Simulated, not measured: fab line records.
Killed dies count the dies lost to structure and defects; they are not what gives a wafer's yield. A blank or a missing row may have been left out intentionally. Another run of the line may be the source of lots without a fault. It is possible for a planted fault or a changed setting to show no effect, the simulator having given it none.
Chamber matching	flow gf180mcu	4 sister chambers for GF_CONTACT_CMP_27 on cmp-01
The step polishes, stops on SiO2, t overpolish 15 s, target thk 0 nm. 14 wafers are shown with their chamber, then 7 later ones without.

WAFERS WITH THEIR CHAMBER
wafer	chamber	motorCurrentA (A)	timeToEndpointS (s)	overpolishRunS (s)
L890.1	1	12.9	74	15.001
L890.3	3	11.0	82	14.994
L890.6	1	12.5	73	15.004
L894.3	1	13.3	76	15.009
L894.4	2	10.6	79	14.998
L894.5	2	10.8	79	15.009
L896.1	2	11.0	74	15.001
L896.4	3	12.0	78	15.005
L896.5	2	11.1	74	14.995
L904.3	3	11.5	79	14.993
L904.4	1	12.8	72	15.003
L904.5	0	13.0	77	15.002
L905.1	0	13.1	76	15.009
L905.3	3	11.6	78	14.999

SIGNATURES (means of the wafers above)
reading	chamber 0	chamber 1	chamber 2	chamber 3	scatter within a chamber
motorCurrentA	13.050	12.875	10.875	11.525	0.314
timeToEndpointS	76.50	73.75	76.50	79.25	2.12
overpolishRunS	15.00550	15.00425	15.00075	14.99775	0.00509
Rule: a wafer lies at a distance from a chamber equal to the root of the sum of squares, over the readings, of (its reading less the chamber's mean, divided by the reading's scatter). The wafer belongs to the nearest chamber; if the next one is less than 2 further off, it can't be placed. The scatter: the root of (the sum of the squares of (reading less its chamber's mean) over the shown wafers, divided by (wafers less chambers)).

WAFERS WITHOUT THEIR CHAMBER
wafer	motorCurrentA (A)	timeToEndpointS (s)	overpolishRunS (s)
L905.6	13.5	77	14.994
L912.2	11.3	77	15.011
L912.3	13.1	73	14.986
L912.6	12.8	71	14.987
L913.1	12.6	68	14.997
L913.5	12.6	72	15.004
L913.6	12.8	67	14.998

CHAMBER TAKEN BY EACH
wafer	from the rows above	in truth
L905.6	can't be placed: 0 or 1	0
L912.2	can't be placed: 2 or 3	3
L912.3	can't be placed: 1 or 0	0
L912.6	can't be placed: 1 or 0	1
L913.1	can't be placed: 1 or 0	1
L913.5	can't be placed: 1 or 0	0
L913.6	can't be placed: 1 or 0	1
Correct placement for 0 of the 7. These rows do not allow placing 7 (true chamber among the candidates in 7). Placed wrongly: 0.
